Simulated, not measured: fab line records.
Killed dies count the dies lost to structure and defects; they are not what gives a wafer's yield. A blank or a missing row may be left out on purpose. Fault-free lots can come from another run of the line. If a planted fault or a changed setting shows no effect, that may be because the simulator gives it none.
fab line records :: flow sky130
[record]
  lots = 6
  wafers = 18
  last-day = 50
route steps=708 shown FIELD_ISO@27 NWELL@32 DNWELL@35 PWDE@45
lots untouched by any fault: they come from a run of this same line in which no faults occurred
start-h: start of the lot's first displayed wafer, in hours after the record's first day :: wait-h: time in hours since the lot's previous step :: " identical to the entry in the row above :: L1.1+2: a single row standing in for several wafers :: - no value present, or no start provided :: * or withheld: withheld :: < > ~ a bound
route shown NAME@n: names a module that has steps shown in the file, with the first one's number in the route :: usual: the fault-free wafers' mean and standard deviation :: same: alike in all rows :: chamber/n: place in a boat :: sites: readings site by site :: _std_site: the standard deviation of these :: _edge_site: inner sites' mean taken away from outer sites' mean :: radius-mm: for every site, how far away it sits from the centre of the wafer :: mask NAME#n: copy n :: behind: the last tool/chamber to shape the wafer :: hold: what put the lot on hold/how long, in hours/how the hold closed :: device: the n, p or np transistor that did not switch :: end of line: the same wafers' tests at the end of the route :: for a step that has no rows: nothing shown but its recipe :: killed: count of dies lost to structure and defects at first sort (not the wafer's yield) :: map: a wafer's dies, marking killed ones x, the rest . and places with no die _
set.NAME: the setting the step ran with; set.NAME@STEP: the setting that earlier step ran with :: model.NAME: the simulator's own value behind a step, which no gauge read
a table for each step, a row for each wafer; lots at some steps of the route
services: the hour from which a tool's chamber was out of use, counted from the record's first day as start-h (under 0 if before that day), plus the number of hours and why
[[steps]]
[step SKY_FIELD_ISO_ANNEAL_26]
[recipe]
  temp-c = 1000
  time-s = 1800
  ambient = N2
[step SKY_FIELD_ISO_CMP_27]
[recipe]
  stop-on = Si3N4
  t-overpolish-s = 16
  down-force-psi = 4
  platen-rpm = 60
  target-thk-nm = 457.8
  pad-velocity-m-s = 0.94248
[usual]
  motor-current-A = 12.1/1.6
  overpolish-run-s = 16.000/0.01
  time-to-endpoint-s = 114/3.5
lot.wafer: L488.2
tool: cmp-02
chamber: 0
start-h: 94.11
wait-h: 0.3
motor-current-A: 12.5
overpolish-run-s: 16.011
time-to-endpoint-s: 122

lot.wafer: L488.4
tool: cmp-02
chamber: 2
start-h: 94.11
wait-h: 0.3
motor-current-A: 10.3
overpolish-run-s: 15.985
time-to-endpoint-s: 120

lot.wafer: L488.3
tool: cmp-02
chamber: 3
start-h: 94.11
wait-h: 0.3
motor-current-A: 11.6
overpolish-run-s: 15.998
time-to-endpoint-s: 107

lot.wafer: L490.2
tool: cmp-01
chamber: 3
start-h: 94.14
wait-h: 0.3
motor-current-A: 10.9
overpolish-run-s: 16.003
time-to-endpoint-s: 112

lot.wafer: L490.6
tool: cmp-01
chamber: 2
start-h: 94.14
wait-h: 0.3
motor-current-A: 12.9
overpolish-run-s: 16.000
time-to-endpoint-s: 110

lot.wafer: L490.5
tool: cmp-01
chamber: 3
start-h: 94.14
wait-h: 0.3
motor-current-A: 10.3
overpolish-run-s: 15.997
time-to-endpoint-s: 111

lot.wafer: L491.1
tool: cmp-02
chamber: 3
start-h: 100.87
wait-h: 0.1
motor-current-A: 11.6
overpolish-run-s: 15.996
time-to-endpoint-s: 113

lot.wafer: L491.6
tool: cmp-02
chamber: 2
start-h: 100.87
wait-h: 0.1
motor-current-A: 9.9
overpolish-run-s: 15.992
time-to-endpoint-s: 117

lot.wafer: L491.5
tool: cmp-02
chamber: 3
start-h: 100.87
wait-h: 0.1
motor-current-A: 12.1
overpolish-run-s: 16.000
time-to-endpoint-s: 114

lot.wafer: L492.1
tool: cmp-02
chamber: 3
start-h: 108.41
wait-h: 0.0
motor-current-A: 12.1
overpolish-run-s: 16.010
time-to-endpoint-s: 111

lot.wafer: L492.3
tool: cmp-02
chamber: 0
start-h: 108.41
wait-h: 0.0
motor-current-A: 13.1
overpolish-run-s: 16.023
time-to-endpoint-s: 119

lot.wafer: L492.4
tool: cmp-02
chamber: 2
start-h: 108.41
wait-h: 0.0
motor-current-A: 9.8
overpolish-run-s: 16.005
time-to-endpoint-s: 117

lot.wafer: L500.3
tool: cmp-01
chamber: 1
start-h: 141.11
wait-h: 0.0
motor-current-A: 11.6
overpolish-run-s: 15.996
time-to-endpoint-s: 118

lot.wafer: L500.1
tool: cmp-01
chamber: 0
start-h: 141.11
wait-h: 0.0
motor-current-A: 15.2
overpolish-run-s: 15.999
time-to-endpoint-s: 117

lot.wafer: L500.6
tool: cmp-01
chamber: 1
start-h: 141.11
wait-h: 0.0
motor-current-A: 11.9
overpolish-run-s: 16.004
time-to-endpoint-s: 118

lot.wafer: L501.3
tool: cmp-02
chamber: 0
start-h: 151.76
wait-h: 0.0
motor-current-A: 13.8
overpolish-run-s: 15.996
time-to-endpoint-s: 116

lot.wafer: L501.4
tool: cmp-02
chamber: 2
start-h: 151.76
wait-h: 0.0
motor-current-A: 9.6
overpolish-run-s: 16.002
time-to-endpoint-s: 118

lot.wafer: L501.5
tool: cmp-02
chamber: 1
start-h: 151.76
wait-h: 0.0
motor-current-A: 11.7
overpolish-run-s: 15.999
time-to-endpoint-s: 114
[step SKY_FIELD_ISO_WET_ETCH_28]
[recipe]
  chemistry = dHF
  target-depth-nm = 23.7
  target = SiO2
  dilution = 10:1
  temp-c = 25
  time-s = 47
[step SKY_FIELD_ISO_WET_ETCH_29]
[recipe]
  chemistry = H3PO4
  target-depth-nm = 160
  target = Si3N4
  temp-c = 160
  time-s = 1825
[step SKY_FIELD_ISO_WET_ETCH_30]
[recipe]
  chemistry = dHF
  target-depth-nm = 25
  target = SiO2
  dilution = 10:1
  temp-c = 25
  time-s = 50
[step SKY_NWELL_CLEAN_00]
[recipe]
  chemistry = SC1/SC2
  mix = 1:4:20
  temp-c = 70
  time-s = 150
  dry = n2-spin
[step SKY_NWELL_OXIDATION_01]
[recipe]
  temp-c = 900
  ambient = O2
  stabilise-s = 600
  purge-s = 300
  target-thk-a = 100
  ox-time-s = 1418
[step SKY_NWELL_THK_MEAS_02]
[recipe]
  reads = SiO2_of_NWELL_OXIDATION_01
[usual]
  NWELL_OXIDATION_THK = 9.97/0.17
lot.wafer: L488.2
tool: film-metro-03
chamber: -
start-h: 97.71
wait-h: 0.0
NWELL_OXIDATION_THK[nm]: 10.15

lot.wafer: L488.3
tool: film-metro-03
chamber: -
start-h: 97.71
wait-h: 0.0
NWELL_OXIDATION_THK[nm]: 10.18

lot.wafer: L488.4
tool: film-metro-03
chamber: -
start-h: 97.71
wait-h: 0.0
NWELL_OXIDATION_THK[nm]: 10.11

lot.wafer: L490.2
tool: film-metro-01
chamber: -
start-h: 97.71
wait-h: 0.0
NWELL_OXIDATION_THK[nm]: 10.03

lot.wafer: L490.5
tool: film-metro-01
chamber: -
start-h: 97.71
wait-h: 0.0
NWELL_OXIDATION_THK[nm]: 10.20

lot.wafer: L490.6
tool: film-metro-01
chamber: -
start-h: 97.71
wait-h: 0.0
NWELL_OXIDATION_THK[nm]: 10.03

lot.wafer: L491.1
tool: film-metro-01
chamber: -
start-h: 104.99
wait-h: 0.0
NWELL_OXIDATION_THK[nm]: 9.88

lot.wafer: L491.5
tool: film-metro-01
chamber: -
start-h: 104.99
wait-h: 0.0
NWELL_OXIDATION_THK[nm]: 9.97

lot.wafer: L491.6
tool: film-metro-01
chamber: -
start-h: 104.99
wait-h: 0.0
NWELL_OXIDATION_THK[nm]: 9.88

lot.wafer: L492.1
tool: film-metro-01
chamber: -
start-h: 111.95
wait-h: 0.0
NWELL_OXIDATION_THK[nm]: 9.85

lot.wafer: L492.3
tool: film-metro-01
chamber: -
start-h: 111.95
wait-h: 0.0
NWELL_OXIDATION_THK[nm]: 9.99

lot.wafer: L492.4
tool: film-metro-01
chamber: -
start-h: 111.95
wait-h: 0.0
NWELL_OXIDATION_THK[nm]: 10.02

lot.wafer: L500.1
tool: film-metro-01
chamber: -
start-h: 144.73
wait-h: 0.0
NWELL_OXIDATION_THK[nm]: 9.94

lot.wafer: L500.3
tool: film-metro-01
chamber: -
start-h: 144.73
wait-h: 0.0
NWELL_OXIDATION_THK[nm]: 9.83

lot.wafer: L500.6
tool: film-metro-01
chamber: -
start-h: 144.73
wait-h: 0.0
NWELL_OXIDATION_THK[nm]: 10.05

lot.wafer: L501.3
tool: film-metro-03
chamber: -
start-h: 156.22
wait-h: 0.0
NWELL_OXIDATION_THK[nm]: 9.91

lot.wafer: L501.4
tool: film-metro-03
chamber: -
start-h: 156.22
wait-h: 0.0
NWELL_OXIDATION_THK[nm]: 9.76

lot.wafer: L501.5
tool: film-metro-03
chamber: -
start-h: 156.22
wait-h: 0.0
NWELL_OXIDATION_THK[nm]: 9.78
[step SKY_DNWELL_DEHYDRATE_00]
[recipe]
  temp-c = 200
  time-s = 60
[step SKY_DNWELL_HMDS_01]
[recipe]
  prime-time-s = 60
  prime-temp-c = 120
[step SKY_DNWELL_COAT_02]
[recipe]
  spin-rpm = 2000
  resist-thk-nm = 3000
[step SKY_DNWELL_SOFTBAKE_03]
[recipe]
  temp-c = 110
  time-s = withheld
[step SKY_DNWELL_EXPOSE_04]
[recipe]
  mask-id = DNM
  na = 0.57
  target-cd-nm = 3000
  dose-mj = 222
[usual]
  exposure-dose-mJ-cm2 = 221.98/0.22
  focus-offset-nm = -0.1/0.52
  stage-vel-mm-s = 499.97/0.24
lot.wafer: L490.2
tool: iline-stepper-02
chamber: 0
start-h: 105.81
wait-h: -
mask: DNM#0
exposure-dose-mJ-cm2: 221.71
focus-offset-nm: -0.3
stage-vel-mm-s: 499.47

lot.wafer: L490.5
tool: iline-stepper-02
chamber: 0
start-h: 105.81
wait-h: -
mask: DNM#0
exposure-dose-mJ-cm2: 222.21
focus-offset-nm: -0.2
stage-vel-mm-s: 499.86

lot.wafer: L490.6
tool: iline-stepper-02
chamber: 0
start-h: 105.81
wait-h: -
mask: DNM#0
exposure-dose-mJ-cm2: 222.01
focus-offset-nm: 0.6
stage-vel-mm-s: 499.43

lot.wafer: L488.2
tool: iline-stepper-01
chamber: -
start-h: 106.53
wait-h: -
mask: DNM#0
exposure-dose-mJ-cm2: -
focus-offset-nm: -
stage-vel-mm-s: -

lot.wafer: L488.3
tool: iline-stepper-01
chamber: -
start-h: 106.53
wait-h: -
mask: DNM#0
exposure-dose-mJ-cm2: -
focus-offset-nm: -
stage-vel-mm-s: -

lot.wafer: L488.4
tool: iline-stepper-01
chamber: -
start-h: 106.53
wait-h: -
mask: DNM#0
exposure-dose-mJ-cm2: -
focus-offset-nm: -
stage-vel-mm-s: -

lot.wafer: L491.1
tool: iline-stepper-01
chamber: -
start-h: 113.19
wait-h: -
mask: DNM#0
exposure-dose-mJ-cm2: -
focus-offset-nm: -
stage-vel-mm-s: -

lot.wafer: L491.5
tool: iline-stepper-01
chamber: -
start-h: 113.19
wait-h: -
mask: DNM#0
exposure-dose-mJ-cm2: -
focus-offset-nm: -
stage-vel-mm-s: -

lot.wafer: L491.6
tool: iline-stepper-01
chamber: -
start-h: 113.19
wait-h: -
mask: DNM#0
exposure-dose-mJ-cm2: -
focus-offset-nm: -
stage-vel-mm-s: -

lot.wafer: L492.1
tool: iline-stepper-01
chamber: 0
start-h: 121.23
wait-h: -
mask: DNM#0
exposure-dose-mJ-cm2: 221.44
focus-offset-nm: 0.0
stage-vel-mm-s: 500.01

lot.wafer: L492.3
tool: iline-stepper-01
chamber: 0
start-h: 121.23
wait-h: -
mask: DNM#0
exposure-dose-mJ-cm2: 221.97
focus-offset-nm: 0.4
stage-vel-mm-s: 500.09

lot.wafer: L492.4
tool: iline-stepper-01
chamber: 0
start-h: 121.23
wait-h: -
mask: DNM#0
exposure-dose-mJ-cm2: 221.75
focus-offset-nm: 0.7
stage-vel-mm-s: 499.76

lot.wafer: L500.1
tool: iline-stepper-02
chamber: 0
start-h: 154.38
wait-h: -
mask: DNM#0
exposure-dose-mJ-cm2: 222.00
focus-offset-nm: 0.3
stage-vel-mm-s: 500.24

lot.wafer: L500.3
tool: iline-stepper-02
chamber: 0
start-h: 154.38
wait-h: -
mask: DNM#0
exposure-dose-mJ-cm2: 221.72
focus-offset-nm: 0.4
stage-vel-mm-s: 500.11

lot.wafer: L500.6
tool: iline-stepper-02
chamber: 0
start-h: 154.38
wait-h: -
mask: DNM#0
exposure-dose-mJ-cm2: 221.92
focus-offset-nm: 0.4
stage-vel-mm-s: 499.87

lot.wafer: L501.3
tool: iline-stepper-01
chamber: 0
start-h: 166.60
wait-h: -
mask: DNM#0
exposure-dose-mJ-cm2: 221.87
focus-offset-nm: -0.3
stage-vel-mm-s: 499.77

lot.wafer: L501.4
tool: iline-stepper-01
chamber: 0
start-h: 166.60
wait-h: -
mask: DNM#0
exposure-dose-mJ-cm2: 221.97
focus-offset-nm: 0.3
stage-vel-mm-s: 500.11

lot.wafer: L501.5
tool: iline-stepper-01
chamber: 0
start-h: 166.60
wait-h: -
mask: DNM#0
exposure-dose-mJ-cm2: 221.92
focus-offset-nm: 0.4
stage-vel-mm-s: 499.92
[step SKY_DNWELL_PEB_05]
[recipe]
  temp-c = 115
  time-s = withheld
[step SKY_DNWELL_DEVELOP_06]
[recipe]
  wall-angle-deg = 90
  developer = TMAH
  develop-time-s = 60
  dev-temp-c = 23
[step SKY_DNWELL_IMPLANT_07]
[recipe]
  species = P
  energy-kev = withheld
  dose-cm2 = withheld
  tilt-deg = withheld
[step SKY_DNWELL_STRIP_08]
[recipe]
  chemistry = O2/N2
  power-w = 1400
  pressure-mtorr = 1500
  platen-temp-c = withheld
  o2-flow-sccm = 3000
  n2-flow-sccm = 300
  overash-fraction = 0.5
[usual]
  drypump-motor-current-A = 5.5/0.38
  oes-product-au = 0.723/0.0045
  strip-time-to-endpoint-s = 36.90/0.1
lot.wafer: L490.2
tool: plasma-asher-03
chamber: 0
start-h: 114.48
wait-h: 0.1
drypump-motor-current-A: 5.8
oes-product-au: 0.735
rf-hours-counter-h: 44
strip-time-to-endpoint-s: 36.78

lot.wafer: L490.5
tool: plasma-asher-03
chamber: 0
start-h: 114.48
wait-h: 0.1
drypump-motor-current-A: 5.8
oes-product-au: 0.729
rf-hours-counter-h: -
strip-time-to-endpoint-s: 36.89

lot.wafer: L490.6
tool: plasma-asher-03
chamber: 1
start-h: 114.48
wait-h: 0.1
drypump-motor-current-A: 6.0
oes-product-au: 0.713
rf-hours-counter-h: -
strip-time-to-endpoint-s: 36.97

lot.wafer: L488.2
tool: plasma-asher-02
chamber: 0
start-h: 114.89
wait-h: 0.1
drypump-motor-current-A: 5.0
oes-product-au: 0.721
rf-hours-counter-h: 44
strip-time-to-endpoint-s: 36.94

lot.wafer: L488.3
tool: plasma-asher-02
chamber: 0
start-h: 114.89
wait-h: 0.1
drypump-motor-current-A: 5.0
oes-product-au: 0.738
rf-hours-counter-h: -
strip-time-to-endpoint-s: 37.00

lot.wafer: L488.4
tool: plasma-asher-02
chamber: 1
start-h: 114.89
wait-h: 0.1
drypump-motor-current-A: 4.9
oes-product-au: 0.721
rf-hours-counter-h: -
strip-time-to-endpoint-s: 37.01

lot.wafer: L491.1
tool: plasma-asher-01
chamber: 1
start-h: 122.98
wait-h: 0.1
drypump-motor-current-A: 5.9
oes-product-au: 0.723
rf-hours-counter-h: 0
strip-time-to-endpoint-s: 36.87

lot.wafer: L491.5
tool: plasma-asher-01
chamber: 1
start-h: 122.98
wait-h: 0.1
drypump-motor-current-A: 5.8
oes-product-au: 0.729
rf-hours-counter-h: -
strip-time-to-endpoint-s: 36.90

lot.wafer: L491.6
tool: plasma-asher-01
chamber: 0
start-h: 122.98
wait-h: 0.1
drypump-motor-current-A: 5.4
oes-product-au: 0.722
rf-hours-counter-h: -
strip-time-to-endpoint-s: 36.84

lot.wafer: L492.1
tool: plasma-asher-03
chamber: 0
start-h: 130.34
wait-h: 0.1
drypump-motor-current-A: 5.8
oes-product-au: 0.718
rf-hours-counter-h: 45
strip-time-to-endpoint-s: 37.12

lot.wafer: L492.3
tool: plasma-asher-03
chamber: 0
start-h: 130.34
wait-h: 0.1
drypump-motor-current-A: 5.8
oes-product-au: 0.721
rf-hours-counter-h: -
strip-time-to-endpoint-s: 37.12

lot.wafer: L492.4
tool: plasma-asher-03
chamber: 1
start-h: 130.34
wait-h: 0.1
drypump-motor-current-A: 5.9
oes-product-au: 0.717
rf-hours-counter-h: -
strip-time-to-endpoint-s: 37.11

lot.wafer: L500.1
tool: plasma-asher-03
chamber: 1
start-h: 164.38
wait-h: 0.1
drypump-motor-current-A: 6.0
oes-product-au: 0.728
rf-hours-counter-h: 48
strip-time-to-endpoint-s: 36.87

lot.wafer: L500.3
tool: plasma-asher-03
chamber: 1
start-h: 164.38
wait-h: 0.1
drypump-motor-current-A: 6.0
oes-product-au: 0.725
rf-hours-counter-h: -
strip-time-to-endpoint-s: 36.90

lot.wafer: L500.6
tool: plasma-asher-03
chamber: 1
start-h: 164.38
wait-h: 0.1
drypump-motor-current-A: 6.0
oes-product-au: 0.722
rf-hours-counter-h: -
strip-time-to-endpoint-s: 36.98

lot.wafer: L501.3
tool: plasma-asher-02
chamber: 0
start-h: 175.87
wait-h: 0.1
drypump-motor-current-A: 5.0
oes-product-au: 0.721
rf-hours-counter-h: -
strip-time-to-endpoint-s: 37.03

lot.wafer: L501.4
tool: plasma-asher-02
chamber: 1
start-h: 175.87
wait-h: 0.1
drypump-motor-current-A: 5.0
oes-product-au: 0.725
rf-hours-counter-h: -
strip-time-to-endpoint-s: 36.93

lot.wafer: L501.5
tool: plasma-asher-02
chamber: 0
start-h: 175.87
wait-h: 0.1
drypump-motor-current-A: 5.0
oes-product-au: 0.718
rf-hours-counter-h: -
strip-time-to-endpoint-s: 36.97
[step SKY_DNWELL_TW_MEAS_09]
[usual]
  DNWELL_TW = 1115/8.4
lot.wafer: L490.2
tool: film-metro-02
chamber: -
start-h: 114.59
wait-h: 0.1
DNWELL_TW: 1108

lot.wafer: L490.5
tool: film-metro-02
chamber: -
start-h: 114.59
wait-h: 0.1
DNWELL_TW: 1099

lot.wafer: L490.6
tool: film-metro-02
chamber: -
start-h: 114.59
wait-h: 0.1
DNWELL_TW: 1109

lot.wafer: L488.2
tool: film-metro-01
chamber: -
start-h: 115.00
wait-h: 0.1
DNWELL_TW: 30

lot.wafer: L488.3
tool: film-metro-01
chamber: -
start-h: 115.00
wait-h: 0.1
DNWELL_TW: 30

lot.wafer: L488.4
tool: film-metro-01
chamber: -
start-h: 115.00
wait-h: 0.1
DNWELL_TW: 30

lot.wafer: L491.1
tool: film-metro-01
chamber: -
start-h: 123.08
wait-h: 0.1
DNWELL_TW: 30

lot.wafer: L491.5
tool: film-metro-01
chamber: -
start-h: 123.08
wait-h: 0.1
DNWELL_TW: 30

lot.wafer: L491.6
tool: film-metro-01
chamber: -
start-h: 123.08
wait-h: 0.1
DNWELL_TW: 30

lot.wafer: L492.1
tool: film-metro-02
chamber: -
start-h: 130.44
wait-h: 0.1
DNWELL_TW: 1104

lot.wafer: L492.3
tool: film-metro-02
chamber: -
start-h: 130.44
wait-h: 0.1
DNWELL_TW: 1108

lot.wafer: L492.4
tool: film-metro-02
chamber: -
start-h: 130.44
wait-h: 0.1
DNWELL_TW: 1108

lot.wafer: L500.1
tool: film-metro-02
chamber: -
start-h: 164.48
wait-h: 0.1
DNWELL_TW: 1113

lot.wafer: L500.3
tool: film-metro-02
chamber: -
start-h: 164.48
wait-h: 0.1
DNWELL_TW: 1118

lot.wafer: L500.6
tool: film-metro-02
chamber: -
start-h: 164.48
wait-h: 0.1
DNWELL_TW: 1116

lot.wafer: L501.3
tool: film-metro-03
chamber: -
start-h: 175.96
wait-h: 0.1
DNWELL_TW: 1120

lot.wafer: L501.4
tool: film-metro-03
chamber: -
start-h: 175.96
wait-h: 0.1
DNWELL_TW: 1115

lot.wafer: L501.5
tool: film-metro-03
chamber: -
start-h: 175.96
wait-h: 0.1
DNWELL_TW: 1121
[step SKY_PWDE_DEHYDRATE_00]
[recipe]
  temp-c = 200
  time-s = 60
[[services]]
tool: cmp-02
chamber: -
start-h: 76.18
hours: 5.0
kind: repair

tool: iline-stepper-01
chamber: -
start-h: 95.73
hours: 1.3
kind: repair

tool: plasma-asher-01
chamber: -
start-h: 108.75
hours: 9.0
kind: pm

tool: plasma-asher-01
chamber: 0
start-h: 108.75
hours: 9.0
kind: vent-cycle

tool: plasma-asher-01
chamber: 1
start-h: 108.75
hours: 9.0
kind: vent-cycle

tool: plasma-asher-01
chamber: 0
start-h: 117.75
hours: -
kind: clean

tool: plasma-asher-01
chamber: 1
start-h: 117.75
hours: -
kind: clean

tool: plasma-asher-02
chamber: -
start-h: 129.05
hours: 0.7
kind: repair

tool: iline-stepper-01
chamber: -
start-h: 133.33
hours: 1.7
kind: pm

tool: cmp-02
chamber: -
start-h: 170.90
hours: 4.5
kind: pm

tool: cmp-01
chamber: -
start-h: 175.40
hours: 7.2
kind: pm
[[key]]
[first-sign]
  step = SKY_DNWELL_EXPOSE_04
  reading = tool-record
  direction = missing
[effect]
  step = SKY_DNWELL_TW_MEAS_09
  reading = DNWELL_TW
  direction = down
  sigmas = 99+
  usual = 1115
  struck = 30
met-at SKY_DNWELL_EXPOSE_04
struck-wafers L488.2,L488.3,L488.4,L491.1,L491.5,L491.6
sort-left-out L488.2,L488.3,L488.4,L491.1,L491.5,L491.6
tester-left-out L488,L491
[fault]
  kind = skipped-step-whole
  tool = iline-stepper-01
  chamber = -
  onset-h = 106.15
  steps = SKY_DNWELL_EXPOSE_04
  scope = struck-lots-only
// tester-left-out: of these lots the tester's yield and bins aren't shown, on N5 and GAA mostly nor the transistor test; their killed dies are dies lost to structure and defects alone, not to doping, threshold or leakage, so they don't give the yield
// sort-left-out: the simulated sort isn't trusted on such a fault, so these wafers' sort isn't shown, and their yield isn't known
